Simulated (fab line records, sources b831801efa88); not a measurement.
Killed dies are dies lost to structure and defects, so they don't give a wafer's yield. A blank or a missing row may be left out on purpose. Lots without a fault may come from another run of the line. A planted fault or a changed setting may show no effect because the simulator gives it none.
fab line records | flow sky130
record lots=6 wafers=18 last_day=49
route steps=708 shown LI_CONTACT@365 LOCAL_INTERCONNECT@387 CONTACT@406 PAD_OPEN@708
lots that met no fault: from a run of the same line without faults
start_h: hours from the record's first day to the start of the lot's first wafer shown | wait_h: hours since the lot's step before | " the same as in the row above | L1.1+2: a row that stands for several wafers | - no value, or no start given | * or withheld: withheld | < > ~ a bound
route shown NAME@n: a module of which the file shows steps, and the number in the route of the first | usual: mean/standard deviation of fault-free wafers | same: alike in all rows | chamber/n: place in a boat | sites: the reading at each site | _std_site: their standard deviation | _edge_site: outer sites' mean less inner sites' | radius_mm: how far each site lies from the wafer's centre | mask NAME#n: copy n | behind: the tool/chamber that last shaped the wafer | hold: why the lot was held/for how many hours/how that ended | device: the transistor (n, p or np) that didn't switch | end of line: the same wafers' tests at the end of the route | a step without rows: its recipe alone | killed: dies lost to structure and defects at the first sort, not the wafer's yield | map: a wafer's dies, x killed, . not, _ none there
set.NAME: the setting as run; set.NAME@STEP: as run at that earlier step | model.NAME: the simulator's own value behind a step, which no gauge read
lots at some steps of the route; a table a step, a row a wafer
services: from which hour (start_h, from the record's first day; less than 0 if before it) a tool's chamber was out of use, for how many hours, and why
## steps
# step SKY_LI_CONTACT_BOW_MEAS_03
# recipe mode=bow
# usual LI_CONTACT_BOW=55/6.8
# columns lot.wafer tool chamber start_h wait_h LI_CONTACT_BOW[um]
L201.2 film_metro-01 - 676.17 0.3 60
L201.4 " - " " 62
L201.6 " - " " 64
L202.1 film_metro-02 - 679.86 0.2 47
L202.5 " - " " 49
L202.6 " - " " 65
L204.1 film_metro-04 - 700.21 0.2 54
L204.3 " - " " 55
L204.5 " - " " 58
L206.1 film_metro-04 - 717.21 0.2 53
L206.4 " - " " 53
L206.6 " - " " 51
L214.1 film_metro-01 - 785.41 0.2 57
L214.3 " - " " 63
L214.6 " - " " 53
L215.1 film_metro-04 - 792.92 0.1 54
L215.2 " - " " 57
L215.6 " - " " 77
# step SKY_LI_CONTACT_DEHYDRATE_04
# recipe temp_c=200 time_s=60
# step SKY_LI_CONTACT_HMDS_05
# recipe prime_time_s=60 prime_temp_c=120
# step SKY_LI_CONTACT_COAT_06
# recipe resist=BARC temp_c=withheld time_s=withheld spin_rpm=3000 resist_thk_nm=60
# step SKY_LI_CONTACT_COAT_07
# recipe resist=KrF-thick spin_rpm=3000 resist_thk_nm=450
# step SKY_LI_CONTACT_SOFTBAKE_08
# recipe temp_c=100 time_s=90 resist=KrF-thick
# step SKY_LI_CONTACT_EXPOSE_09
# recipe mask_id=LICM1 na=0.8 source_shape=annular sigma_inner=0.55 sigma_outer=0.85 target_cd_nm=170 dose_mj=38
# step SKY_LI_CONTACT_PEB_10
# recipe peb_temp_c=withheld peb_time_s=withheld resist=KrF-thick
# step SKY_LI_CONTACT_DEVELOP_11
# recipe develop_time_s=60 resist=KrF-thick dev_temp_c=21
# step SKY_LI_CONTACT_CD_MEAS_12
# recipe target_cd_nm=170
# usual cd_nm=170.1/1.6
# columns lot.wafer tool chamber start_h wait_h cd_nm
L201.2 cd_sem-01 - 704.60 - 168.3
L201.4 " - " " 169.2
L201.6 " - " " 167.8
L202.1 cd_sem-02 - 708.53 - 168.7
L202.5 " - " " 168.6
L202.6 " - " " 168.6
L204.1 cd_sem-02 - 728.88 - 169.7
L204.3 " - " " 169.6
L204.5 " - " " 169.8
L206.1 cd_sem-02 - 745.48 - 169.3
L206.4 " - " " 169.3
L206.6 " - " " 168.9
L214.1 cd_sem-02 - 812.82 - 170.6
L214.3 " - " " 169.8
L214.6 " - " " 171.7
L215.1 cd_sem-01 - 820.94 - 170.8
L215.2 " - " " 170.7
L215.6 " - " " 171.0
# step SKY_LI_CONTACT_OVL_MEAS_13
# usual LI_CONTACT_OVL=-2/5.7
# columns lot.wafer tool chamber start_h wait_h LI_CONTACT_OVL[nm]
L201.2 overlay-02 - 704.71 0.1 -2
L201.4 " - " " -4
L201.6 " - " " -5
L202.1 overlay-01 - 708.65 0.1 -11
L202.5 " - " " -22
L202.6 " - " " -11
L204.1 overlay-02 - 729.00 0.1 1
L204.3 " - " " -3
L204.5 " - " " -5
L206.1 overlay-01 - 745.60 0.1 -9
L206.4 " - " " -4
L206.6 " - " " -6
L214.1 overlay-02 - 812.94 0.1 -10
L214.3 " - " " -6
L214.6 " - " " -12
L215.1 overlay-02 - 821.06 0.1 -3
L215.2 " - " " -3
L215.6 " - " " 1
# step SKY_LI_CONTACT_ETCH_14
# recipe chemistry=N2/H2 target=BARC ion_energy_ev=200 source_w=500 bias_w=100 pressure_mtorr=30 n2_flow_sccm=100 h2_flow_sccm=200 stop_on=SiO2 time_s=45.9 target_depth_a=600
# usual drypump_motor_current_A=5.7/0.35 oes_product_au=0.853/0.0046 throttle_valve_pct=13.224/0.0086
# columns lot.wafer tool chamber start_h wait_h drypump_motor_current_A oes_product_au rf_hours_counter_h throttle_valve_pct
L201.2 rie_diel-03 2 704.74 0.0 5.2 0.854 22 13.211
L201.4 " 3 " " 5.9 0.860 5 13.242
L201.6 " 0 " " 5.4 0.857 - 13.240
L202.1 rie_diel-02 3 708.69 0.0 5.7 0.852 14 13.232
L202.5 " 0 " " 6.1 0.845 - 13.216
L202.6 " 3 " " 5.7 0.853 - 13.217
L204.1 rie_diel-01 0 729.04 0.0 5.4 0.850 4 13.224
L204.3 " 1 " " 6.1 0.853 12 13.220
L204.5 " 1 " " 6.1 0.852 - 13.234
L206.1 rie_diel-03 3 745.64 0.0 5.9 0.856 6 13.231
L206.4 " 2 " " 5.2 0.849 23 13.239
L206.6 " 2 " " 5.2 0.858 - 13.232
L214.1 rie_diel-01 0 812.97 0.0 5.4 0.849 7 13.215
L214.3 " 2 " " 6.2 0.852 18 13.220
L214.6 " 1 " " 6.1 0.849 - 13.205
L215.1 rie_diel-01 1 821.09 0.0 6.1 0.855 15 13.232
L215.2 " 2 " " 6.2 0.849 18 13.215
L215.6 " 1 " " 6.1 0.854 - 13.231
# step SKY_LI_CONTACT_ETCH_15
# recipe target=PSG chemistry=C4F8/O2/Ar stop_on=Si taper_deg=4.15 mask_material=KrF-thick source_w=1500 bias_w=1200 pressure_mtorr=40 c4f8_flow_sccm=withheld O2_flow_sccm=6 Ar_flow_sccm=300 time_s=withheld target_depth_a=6000
# usual oes_product_au=0.837/0.0044
# columns lot.wafer tool chamber start_h wait_h oes_product_au
L201.2 rie_diel-03 2 704.78 0.0 0.835
L201.4 " 3 " " 0.839
L201.6 " 0 " " 0.840
L202.1 rie_diel-02 3 708.73 0.0 0.839
L202.5 " 0 " " 0.835
L202.6 " 3 " " 0.841
L204.1 rie_diel-01 0 729.08 0.0 0.835
L204.3 " 1 " " 0.831
L204.5 " 1 " " 0.836
L206.1 rie_diel-03 3 745.68 0.0 0.835
L206.4 " 2 " " 0.840
L206.6 " 2 " " 0.841
L214.1 rie_diel-01 0 813.01 0.0 0.840
L214.3 " 2 " " 0.838
L214.6 " 1 " " 0.836
L215.1 rie_diel-01 1 821.13 0.0 0.841
L215.2 " 2 " " 0.844
L215.6 " 1 " " 0.834
# step SKY_LI_CONTACT_STRIP_16
# recipe chemistry=O2/N2 power_w=1400 pressure_mtorr=1500 platen_temp_c=withheld o2_flow_sccm=3000 n2_flow_sccm=300 overash_fraction=0.5
# step SKY_LI_CONTACT_CLEAN_17
# recipe chemistry=NMP time_s=600 temp_c=60 dry=n2_spin
# step SKY_LI_CONTACT_PRE_CLEAN_18
# recipe gas=Ar time_s=5.6 bias_v=358
# step SKY_LI_CONTACT_SPUTTER_19
# recipe material=Ti target_thk_nm=20 chamber_pressure_pa=5 power_w=2500 substrate_temp_c=200 time_s=106.37
# step SKY_LI_CONTACT_SPUTTER_20
# recipe material=TiN target_thk_nm=20 chamber_pressure_pa=5 power_w=4000 time_s=80
# step SKY_LI_CONTACT_CVD_21
# recipe material=W target_thk_nm=400 time_s=120.56 temp_c=400 pressure_torr=40
# usual heater_power_w=847/37
# columns lot.wafer tool chamber start_h wait_h heater_power_w
L201.2 cvd_w-01 1 705.32 0.0 798
L201.4 " 0 " " 850
L201.6 " 1 " " 800
L202.1 cvd_w-01 1 709.27 0.0 788
L202.5 " 1 " " 780
L202.6 " 0 " " 881
L204.1 cvd_w-01 0 729.62 0.0 882
L204.3 " 0 " " 878
L204.5 " 0 " " 880
L206.1 cvd_w-02 1 746.20 0.0 821
L206.4 " 1 " " 843
L206.6 " 0 " " 883
L214.1 cvd_w-02 0 813.53 0.0 886
L214.3 " 1 " " 837
L214.6 " 1 " " 833
L215.1 cvd_w-01 0 821.84 0.1 878
L215.2 " 1 " " 796
L215.6 " 0 " " 885
# step SKY_LI_CONTACT_RS_MEAS_22
# recipe thk_meas_gauge=four-point-probe reads=W_of_LI_CONTACT_CVD_21+TiN_of_LI_CONTACT_SPUTTER_20+Ti_of_LI_CONTACT_SPUTTER_19
# usual LI_CONTACT_W_RS=0.286/0.0034
# columns lot.wafer tool chamber start_h wait_h LI_CONTACT_W_RS[ohm/sq]
L201.2 film_metro-01 - 705.46 0.1 0.289
L201.4 " - " " 0.286
L201.6 " - " " 0.288
L202.1 film_metro-04 - 709.39 0.1 0.287
L202.5 " - " " 0.287
L202.6 " - " " 0.284
L204.1 film_metro-02 - 729.74 0.1 0.284
L204.3 " - " " 0.283
L204.5 " - " " 0.284
L206.1 film_metro-02 - 746.33 0.1 0.287
L206.4 " - " " 0.289
L206.6 " - " " 0.289
L214.1 film_metro-04 - 813.66 0.1 0.289
L214.3 " - " " 0.289
L214.6 " - " " 0.289
L215.1 film_metro-02 - 821.97 0.1 0.281
L215.2 " - " " 0.285
L215.6 " - " " 0.282
# step SKY_LI_CONTACT_THK_MEAS_23
# recipe thk_meas_gauge=xrf reads=W_of_LI_CONTACT_CVD_21
# usual LI_CONTACT_W_THK=395/6.2
# columns lot.wafer tool chamber start_h wait_h LI_CONTACT_W_THK[nm]
L201.2 film_metro-01 - 705.57 0.1 394
L201.4 " - " " 400
L201.6 " - " " 393
L202.1 film_metro-04 - 709.51 0.1 395
L202.5 " - " " 396
L202.6 " - " " 400
L204.1 film_metro-02 - 729.86 0.1 394
L204.3 " - " " 396
L204.5 " - " " 397
L206.1 film_metro-02 - 746.45 0.1 386
L206.4 " - " " 385
L206.6 " - " " 387
L214.1 film_metro-04 - 813.78 0.1 391
L214.3 " - " " 391
L214.6 " - " " 395
L215.1 film_metro-02 - 822.09 0.1 395
L215.2 " - " " 390
L215.6 " - " " 396
# step SKY_LI_CONTACT_CMP_24
# recipe stop_on=PSG t_overpolish_s=20 down_force_psi=3.5 platen_rpm=60 target_thk_nm=0 pad_velocity_m_s=0.94248
# step SKY_LOCAL_INTERCONNECT_SPUTTER_00
# recipe material=TiN target_thk_nm=100 temp_c=300 power_w=6500 time_s=83.3 chamber_pressure_pa=0.4
# step SKY_LOCAL_INTERCONNECT_RS_MEAS_01
# recipe thk_meas_gauge=four-point-probe reads=TiN_of_LOCAL_INTERCONNECT_SPUTTER_00
# usual LOCAL_INTERCONNECT_TIN_RS=14.21/0.17
# columns lot.wafer tool chamber start_h wait_h LOCAL_INTERCONNECT_TIN_RS[ohm/sq]
L201.2 film_metro-01 - 706.00 0.1 14.10
L201.4 " - " " 13.95
L201.6 " - " " 13.99
L202.1 film_metro-03 - 710.17 0.0 14.20
L202.5 " - " " 14.21
L202.6 " - " " 14.19
L204.1 film_metro-02 - 730.28 0.0 14.20
L204.3 " - " " 14.34
L204.5 " - " " 14.33
L206.1 film_metro-02 - 746.87 0.0 14.32
L206.4 " - " " 14.39
L206.6 " - " " 14.20
L214.1 film_metro-03 - 814.20 0.0 13.98
L214.3 " - " " 13.89
L214.6 " - " " 13.71
L215.1 film_metro-01 - 822.51 0.0 14.22
L215.2 " - " " 14.32
L215.6 " - " " 14.33
# step SKY_LOCAL_INTERCONNECT_THK_MEAS_02
# recipe thk_meas_gauge=xrf reads=TiN_of_LOCAL_INTERCONNECT_SPUTTER_00
# usual LOCAL_INTERCONNECT_TIN_THK=100.0/1.3
# columns lot.wafer tool chamber start_h wait_h LOCAL_INTERCONNECT_TIN_THK[nm]
L201.2 film_metro-01 - 706.11 0.1 100.2
L201.4 " - " " 101.3
L201.6 " - " " 100.9
L202.1 film_metro-03 - 710.29 0.1 100.1
L202.5 " - " " 100.1
L202.6 " - " " 100.3
L204.1 film_metro-02 - 730.40 0.1 100.0
L204.3 " - " " 99.3
L204.5 " - " " 99.7
L206.1 film_metro-02 - 746.99 0.1 99.4
L206.4 " - " " 98.9
L206.6 " - " " 100.5
L214.1 film_metro-03 - 814.32 0.1 101.9
L214.3 " - " " 102.6
L214.6 " - " " 104.1
L215.1 film_metro-01 - 822.63 0.1 99.5
L215.2 " - " " 98.3
L215.6 " - " " 98.6
# step SKY_LOCAL_INTERCONNECT_DEHYDRATE_03
# recipe temp_c=200 time_s=60
# step SKY_LOCAL_INTERCONNECT_HMDS_04
# recipe prime_time_s=60 prime_temp_c=120
# step SKY_LOCAL_INTERCONNECT_COAT_05
# recipe resist=BARC temp_c=withheld time_s=withheld spin_rpm=3000 resist_thk_nm=60
# step SKY_LOCAL_INTERCONNECT_COAT_06
# recipe resist=KrF-thick spin_rpm=3000 resist_thk_nm=450
# step SKY_LOCAL_INTERCONNECT_SOFTBAKE_07
# recipe temp_c=100 time_s=90 resist=KrF-thick
# step SKY_LOCAL_INTERCONNECT_EXPOSE_08
# recipe mask_id=LI1M na=0.8 source_shape=annular sigma_inner=0.55 sigma_outer=0.85 target_cd_nm=170 dose_mj=28
# step SKY_LOCAL_INTERCONNECT_PEB_09
# recipe peb_temp_c=withheld peb_time_s=withheld resist=KrF-thick
# step SKY_LOCAL_INTERCONNECT_DEVELOP_10
# recipe develop_time_s=60 resist=KrF-thick dev_temp_c=21
# step SKY_LOCAL_INTERCONNECT_CD_MEAS_11
# recipe target_cd_nm=170
# usual cd_nm=170.0/1.8
# columns lot.wafer tool chamber start_h wait_h cd_nm
L201.2 cd_sem-02 - 734.25 - 171.1
L201.4 " - " " 171.5
L201.6 " - " " 171.8
L202.1 cd_sem-01 - 738.48 - 169.5
L202.5 " - " " 168.8
L202.6 " - " " 169.8
L204.1 cd_sem-02 - 758.28 - 170.9
L204.3 " - " " 170.0
L204.5 " - " " 173.1
L206.1 cd_sem-02 - 774.11 - 166.8
L206.4 " - " " 166.1
L206.6 " - " " 166.3
L214.1 cd_sem-02 - 840.89 - 168.2
L214.3 " - " " 168.3
L214.6 " - " " 169.9
L215.1 cd_sem-02 - 848.99 - 169.8
L215.2 " - " " 167.8
L215.6 " - " " 169.1
# step SKY_LOCAL_INTERCONNECT_OVL_MEAS_12
# usual LOCAL_INTERCONNECT_OVL=3/5.6
# columns lot.wafer tool chamber start_h wait_h LOCAL_INTERCONNECT_OVL[nm]
L201.2 overlay-02 - 734.36 0.1 8
L201.4 " - " " 8
L201.6 " - " " 11
L202.1 overlay-02 - 738.60 0.1 -13
L202.5 " - " " -8
L202.6 " - " " -4
L204.1 overlay-02 - 758.40 0.1 7
L204.3 " - " " 9
L204.5 " - " " 5
L206.1 overlay-01 - 774.23 0.1 7
L206.4 " - " " 3
L206.6 " - " " 6
L214.1 overlay-02 - 841.01 0.1 12
L214.3 " - " " 11
L214.6 " - " " 2
L215.1 overlay-01 - 849.11 0.1 -2
L215.2 " - " " 5
L215.6 " - " " 0
# step SKY_LOCAL_INTERCONNECT_ETCH_13
# recipe chemistry=N2/H2 target=BARC ion_energy_ev=200 bias_w=100 pressure_mtorr=30 n2_flow_sccm=100 h2_flow_sccm=200 icp_w=500 stop_on=SiO2 time_s=45.9 target_depth_a=600
# usual drypump_motor_current_A=5.9/0.67 oes_product_au=0.855/0.0043 throttle_valve_pct=13.226/0.0078
# columns lot.wafer tool chamber start_h wait_h drypump_motor_current_A oes_product_au rf_hours_counter_h throttle_valve_pct
L201.2 rie_metal-01 0 734.39 0.0 5.6 0.859 15 13.229
L201.4 " 1 " " 6.8 0.852 - 13.211
L201.6 " 0 " " 5.6 0.857 - 13.221
L202.1 rie_metal-03 0 738.64 0.0 5.6 0.866 10 13.219
L202.5 " 0 " " 5.7 0.852 - 13.215
L202.6 " 1 " " 5.0 0.861 - 13.233
L204.1 rie_metal-03 1 758.44 0.0 5.0 0.850 0 13.232
L204.3 " 1 " " 5.0 0.861 - 13.229
L204.5 " 0 " " 5.7 0.856 - 13.228
L206.1 rie_metal-01 1 774.27 0.0 6.8 0.850 5 13.218
L206.4 " 1 " " 6.8 0.861 - 13.227
L206.6 " 1 " " 6.9 0.859 - 13.216
L214.1 rie_metal-01 1 841.04 0.0 6.8 0.850 8 13.219
L214.3 " 1 " " 6.8 0.860 - 13.217
L214.6 " 1 " " 6.8 0.858 - 13.225
L215.1 rie_metal-02 0 849.14 0.0 6.2 0.856 8 13.217
L215.2 " 1 " " 6.4 0.860 6 13.223
L215.6 " 0 " " 6.2 0.854 - 13.228
# step SKY_LOCAL_INTERCONNECT_METAL_ETCH_14
# recipe target_depth_nm=110 stop_on=PSG chemistry=Cl2/BCl3 target=TiN resist_sidewall_deg=88 pressure_mtorr=10 icp_w=900 bias_w=48.5 Cl2_flow_sccm=60 bcl3_flow_sccm=30 time_s=31.4
# usual drypump_motor_current_A=5.9/0.66 oes_product_au=0.938/0.0075 throttle_valve_pct=21.903/0.01
# columns lot.wafer tool chamber start_h wait_h drypump_motor_current_A oes_product_au rf_hours_counter_h throttle_valve_pct
L201.2 rie_metal-01 0 734.45 0.0 5.6 0.941 15 21.900
L201.4 " 1 " " 6.8 0.950 - 21.880
L201.6 " 0 " " 5.6 0.952 - 21.901
L202.1 rie_metal-03 0 738.70 0.0 5.7 0.938 10 21.905
L202.5 " 0 " " 5.6 0.931 - 21.902
L202.6 " 1 " " 5.1 0.938 - 21.913
L204.1 rie_metal-03 1 758.50 0.0 5.0 0.935 0 21.907
L204.3 " 1 " " 5.1 0.937 - 21.903
L204.5 " 0 " " 5.6 0.943 - 21.919
L206.1 rie_metal-01 1 774.33 0.0 6.8 0.926 5 21.911
L206.4 " 1 " " 6.8 0.937 - 21.908
L206.6 " 1 " " 6.8 0.947 - 21.907
L214.1 rie_metal-01 1 841.10 0.0 6.8 0.939 8 21.894
L214.3 " 1 " " 6.8 0.949 - 21.894
L214.6 " 1 " " 6.8 0.957 - 21.892
L215.1 rie_metal-02 0 849.20 0.0 6.2 0.916 8 21.891
L215.2 " 1 " " 6.3 0.938 6 21.902
L215.6 " 0 " " 6.2 0.933 - 21.892
# step SKY_LOCAL_INTERCONNECT_STRIP_15
# recipe chemistry=O2/N2 power_w=1400 pressure_mtorr=1500 platen_temp_c=withheld o2_flow_sccm=3000 n2_flow_sccm=300 overash_fraction=0.5
# step SKY_LOCAL_INTERCONNECT_STRIP_16
# recipe chemistry=post_etch_residue_remover time_s=1200 temp_c=72.5
# step SKY_LOCAL_INTERCONNECT_CLEAN_17
# recipe chemistry=IPA time_s=180 temp_c=25
# step SKY_LOCAL_INTERCONNECT_CLEAN_18
# recipe chemistry=O3/DIW dry=n2_spin
# step SKY_CONTACT_CVD_00
# recipe material=Si3N4 target_thk_nm=75 temp_c=400 time_s=withheld rf_w=450
# usual heater_power_w=731/98
# columns lot.wafer tool chamber start_h wait_h heater_power_w
L201.2 pecvd-01 0 735.16 0.0 722
L201.4 " 2 " " 610
L201.6 " 1 " " 882
L202.1 pecvd-02 1 739.41 0.0 776
L202.5 " 2 " " 570
L202.6 " 0 " " 719
L204.1 pecvd-01 1 759.23 0.0 776
L204.3 " 2 " " 587
L204.5 " 1 " " 793
L206.1 pecvd-04 1 774.99 0.0 641
L206.4 " 0 " " 619
L206.6 " 1 " " 671
L214.1 pecvd-04 0 841.75 0.0 678
L214.3 " 1 " " 659
L214.6 " 0 " " 690
L215.1 pecvd-01 1 849.89 0.0 813
L215.2 " 0 " " 701
L215.6 " 1 " " 813
# step SKY_PAD_OPEN_PROBE_99
# usual killed_at_M0_to_M3=42/6.6 killed_at_M4_up=3.1/1.9 killed_at_contacts=25/5.7 killed_at_front_end=16/5 killed_at_other=0.2/0.38 killed_dies=86/9.6 killed_open=47/7.2 killed_short=39/6.2
# same gross_dies=492 killed_at_back_side=0
# columns lot.wafer tool chamber start_h wait_h killed_at_M0_to_M3 killed_at_M4_up killed_at_contacts killed_at_front_end killed_at_other killed_dies killed_open killed_short
L201.2 prober-01 - 1099.98 0.1 52 1 17 6 0 76 37 39
L201.4 prober-01 - 1100.08 0.2 35 2 27 5 0 69 42 27
L201.6 prober-01 - 1100.18 0.2 43 2 25 7 0 77 34 43
L214.6 prober-02 - 1177.30 0.2 46 6 55 16 0 123 58 35
L215.1 prober-01 - 1178.66 0.1 36 4 52 13 0 105 43 29
L215.6 prober-01 - 1178.91 0.2 36 3 57 20 1 117 42 37
# killed by level:class
L201.2 VIA1:geometric_particle:open=10 VIA1:geometric_particle:short=9 CONTACT:geometric_particle:open=7 METAL2:geometric_particle:short=7 VIA3:geometric_particle:open=6 METAL1:geometric_particle:short=6 METAL3:geometric_particle:short=5 LI_CONTACT:geometric_particle:open=4
L201.4 VIA1:geometric_particle:open=10 CONTACT:geometric_particle:open=9 LI_CONTACT:geometric_particle:open=8 CONTACT:geometric_particle:short=6 VIA2:geometric_particle:open=6 VIA2:geometric_particle:short=5 VIA3:geometric_particle:open=5 LOCAL_INTERCONNECT:geometric_particle:short=3
L201.6 VIA1:geometric_particle:short=10 CONTACT:geometric_particle:open=8 VIA3:geometric_particle:open=7 VIA1:geometric_particle:open=7 LOCAL_INTERCONNECT:geometric_particle:short=6 LI_CONTACT:geometric_particle:open=4 METAL1:geometric_particle:short=4 METAL3:geometric_particle:short=4
L214.6 LI_CONTACT:unspecified=30 VIA1:geometric_particle:open=11 CONTACT:geometric_particle:open=9 LI_CONTACT:geometric_particle:open=7 VIA3:geometric_particle:open=7 FIELD_ISO:geometric_particle:open=6 METAL1:geometric_particle:short=6 CONTACT:geometric_particle:short=5
L215.1 LI_CONTACT:unspecified=33 CONTACT:geometric_particle:open=13 VIA1:geometric_particle:open=10 VIA2:geometric_particle:open=6 VIA1:geometric_particle:short=5 FIELD_ISO:geometric_particle:short=3 POLY_GATE:geometric_particle:short=3 LI_CONTACT:geometric_particle:open=3
L215.6 LI_CONTACT:unspecified=38 VIA1:geometric_particle:open=8 LI_CONTACT:geometric_particle:open=6 CONTACT:geometric_particle:open=6 METAL2:geometric_particle:short=6 POLY_GATE:geometric_particle:open=5 FIELD_ISO:geometric_particle:open=4 POLY_GATE:geometric_particle:short=4
# map L214.6 (x killed, . not)
__________x...x....._________
________............x._______
______..xx.....x..x....x_____
_____x...x...x....x....xx____
____....x...x....x...xxxxx___
___x.x............x.xxxxxxx__
__..x..xx.........x..xxxxxxx_
_.x..x.x...x.........x.xxxxxx
_.......x.......x.....x.xxxx.
_..x..x....x.x....x.....x.x..
_.xxx....x...x......x....xx..
_.........xxxx..xx.x........x
_............................
_.x...........x.....x....xx..
_......x...........x......x.x
__.....x...x.......x........_
___.xx.x....x.x.xx.........__
____.....x......x....x....___
_____..x.xx...x...x.....x____
______.xx......x..x.x..._____
________..x...x......._______
__________xx.xx....._________
# map L215.6 (x killed, . not)
__________.......xxx_________
________...x.x........_______
______.x....x.......x..._____
_____.xx..x...........xxx____
____..x.............xxxxxx___
___.x....x..x......xxxxxxxx__
__x.xx.............xxxxxxxxx_
_.....x......x..xx..xxxxxxxxx
_x...x.xx.........x...x..xxxx
_.........xx...xx........xx..
_...x............x..x.....x..
_....x..x..x.xx.......xx.....
_.........xx...............x.
_.x.......x.....x............
_.................x....xx.x.x
__........x..x...........x.._
___..x...x......x..........__
____..x...x...............___
_____..x..x.......xx.....____
______.....x..x..x.x.x.._____
________.......xx....x_______
__________..x...x..._________
## services
# columns tool chamber start_h hours kind
rie_metal-03 - 682.47 1.4 pm
rie_diel-02 - 684.64 2.8 pm
rie_diel-02 3 688.46 19.5 repair
rie_diel-01 1 689.30 36.2 repair
rie_metal-02 - 690.14 0.7 repair
rie_diel-01 0 690.45 7.3 repair
cvd_w-02 1 694.01 6.1 repair
rie_diel-01 2 711.68 1.6 repair
rie_diel-01 - 714.83 0.4 repair
pecvd-01 1 724.77 5.5 repair
rie_diel-03 0 728.35 3.4 repair
cvd_w-02 - 730.63 2.8 pm
cvd_w-01 - 734.74 1.7 repair
rie_metal-01 1 752.13 20.3 repair
cvd_w-02 1 752.33 4.6 repair
rie_diel-01 - 752.74 2.8 pm
pecvd-04 - 761.57 1.0 repair
pecvd-01 0 765.19 10.6 repair
cvd_w-01 - 768.15 0.9 repair
rie_diel-02 2 770.18 4.2 repair
pecvd-04 1 777.63 13.3 repair
rie_diel-01 - 781.69 6.2 repair
rie_diel-01 3 800.19 2.0 repair
cvd_w-01 0 805.01 13.3 repair
## key
first_sign step=SKY_PAD_OPEN_PROBE_99 reading=killed_at_contacts direction=up sigmas=5.2 usual=25 struck=55
effect step=SKY_PAD_OPEN_PROBE_99 reading=killed_dies direction=up sigmas=3 usual=86 struck=115
met_at SKY_LI_CONTACT_ETCH_15
struck_wafers L214.6,L215.1,L215.6
tester_left_out L214,L215
onset_between 729.08 813.01
fault kind=chamber_particle_source tool=rie_diel-01 chamber=1 onset_h=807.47 steps=SKY_LI_CONTACT_ETCH_15 rate_per_visit_cm2=0.62984 end_h=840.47
# tester_left_out: of these lots the tester's yield and bins aren't shown, on N5 and GAA mostly nor the transistor test; their killed dies are dies lost to structure and defects alone, not to doping, threshold or leakage, so they don't give the yield
